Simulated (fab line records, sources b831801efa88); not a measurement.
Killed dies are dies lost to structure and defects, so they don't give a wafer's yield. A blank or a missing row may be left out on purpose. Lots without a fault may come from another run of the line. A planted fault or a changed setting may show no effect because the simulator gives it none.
Chamber matching | flow gf180mcu | GF_V4_CMP_04 on cmp-01: 4 sister chambers
The step polishes SiO2. 4 wafers are shown with their chamber, then 8 later ones without.

WAFERS WITH THEIR CHAMBER
wafer  | chamber | motor_current_A (A)
L739.4 | 3       | 13.3
L740.1 | 0       | 12.9
L741.6 | 1       | 12.4
L749.1 | 2       | 11.3

WAFERS WITHOUT THEIR CHAMBER
wafer  | motor_current_A (A)
L749.3 | 12.6
L749.6 | 13.1
L750.1 | 12.1
L750.2 | 13.7
L750.4 | 11.9
L751.1 | 12.6
L751.2 | 13.9
L751.4 | 12.7

WHICH CHAMBER EACH WENT THROUGH
wafer  | from the rows above          | in truth
L749.3 | can't be placed: 1 or 0 or 3 | 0
L749.6 | can't be placed: 0 or 3 or 1 | 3
L750.1 | can't be placed: 1 or 2 or 0 | 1
L750.2 | can't be placed: 3 or 0      | 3
L750.4 | can't be placed: 1 or 2 or 0 | 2
L751.1 | can't be placed: 1 or 0 or 3 | 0
L751.2 | can't be placed: 3 or 0      | 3
L751.4 | can't be placed: 0 or 1 or 3 | 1
Placed correctly: 0 of 8. Can't be placed from these rows: 8 (the true chamber is among the candidates in 8). Placed wrongly: 0.
How it was worked out, from the rows above alone: a wafer's distance from a chamber is the root of the sum, over the readings, of the square of ((its reading less the chamber's mean) divided by the reading's scatter). The wafer belongs to the nearest chamber; if the next one is less than 2 further off, it can't be placed. A chamber's mean is the mean of its shown wafers. The scatter: with one shown wafer a chamber, the root of the mean of the squares of how far each hidden wafer lies from its nearest shown one.
